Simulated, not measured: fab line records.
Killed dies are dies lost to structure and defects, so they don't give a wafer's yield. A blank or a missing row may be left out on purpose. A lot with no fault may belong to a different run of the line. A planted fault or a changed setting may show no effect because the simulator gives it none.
One fault through the eyes of 2 desks    flow gf180mcu    every desk sees just its own numbers, and what lay behind them comes last

== METROLOGY DESK ==
Means of the sampled wafers that have a number, per lot and without regard to the tool the lot ran on: this is what the gauges read. Any lot whose mean is over 4 standard deviations away from the usual mean is out of limits and marked OUT; that distance is given in the brackets.
Columns: A = V4_CVD_00_THK at GF_V4_THK_MEAS_01, usual 599 nm; B = V4_BOW at GF_V4_BOW_MEAS_05, usual 134 um
lot   first seen here  A    B
L954  day 23 10:07     603  131
L955  day 24 11:48     592  136
L958  day 25 03:37     597  129
L960  day 25 08:49     594  141
L961  day 26 04:43     602  125
L964  day 26 13:27     600  135
L968  day 28 00:04     601  139
L970  day 28 14:13     600  145
L972  day 29 07:10     590  126
L973  day 29 15:30     602  133
L977  day 30 12:41     596  130
This desk's verdict: no lot among the 11 shows anything out of limits.

== DESK OF THE TOOL OWNER: rieMetal-01 ==
The tool's own readings at GF_M4_METAL_ETCH_16 (etches the open film in Cl2/BCl3, stops on SiO2, target depth 750.8 nm, time 125.1 s): means of the sampled wafers that have a number, for each lot that ran on this tool. Any lot whose mean is over 4 standard deviations away from the usual mean is out of limits and marked OUT; that distance is given in the brackets.
Columns: A = biasW at GF_M4_METAL_ETCH_16, usual 140.0 W; B = drypumpMotorCurrentA at GF_M4_METAL_ETCH_16, usual 5.8 A; C = heBacksideLeakSccm at GF_M4_METAL_ETCH_16, usual 3.5 sccm; D = oesProductAu at GF_M4_METAL_ETCH_16, usual 0.989 a.u.; E = throttleValvePct at GF_M4_METAL_ETCH_16, usual 28.231 %
lot   first seen here  A                        B    C    D      E
L958  day 25 02:53     139.7                    5.7  3.5  0.991  28.223
L960  day 25 08:05     140.0                    6.1  3.5  0.986  28.225
L961  day 26 03:59     139.9                    6.1  3.6  0.987  28.224
L968  day 27 23:11     207.5 (+99 or more) OUT  5.7  3.6  1.000  28.216
L970  day 28 13:25     207.9 (+99 or more) OUT  5.7  4.2  0.999  28.221
Finding of this desk: L968, L970 out of limits; the first was L968 at day 27 23:11, on biasW at GF_M4_METAL_ETCH_16. L958, L960, L961: within limits.

== TAKEN TOGETHER ==
On L968, L970, at day 27 23:11, an alarm was possible from the tool owner's desk.
Metrology desk: nothing out of limits seen.
The metrology desk holds a record of L968, L970, inside its limits.
On rieMetal-01, each named lot ran GF_M4_METAL_ETCH_16.

== WHAT THE SIMULATOR HAD INSERTED ==
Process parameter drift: rieMetal-01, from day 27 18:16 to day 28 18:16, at GF_M4_METAL_ETCH_16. From 140, the setting biasW moved by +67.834. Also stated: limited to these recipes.
Shown lots that were struck: L968, L970.
Each desk's first reading out of limits, in hours after the fault started: the tool owner's desk, 5.
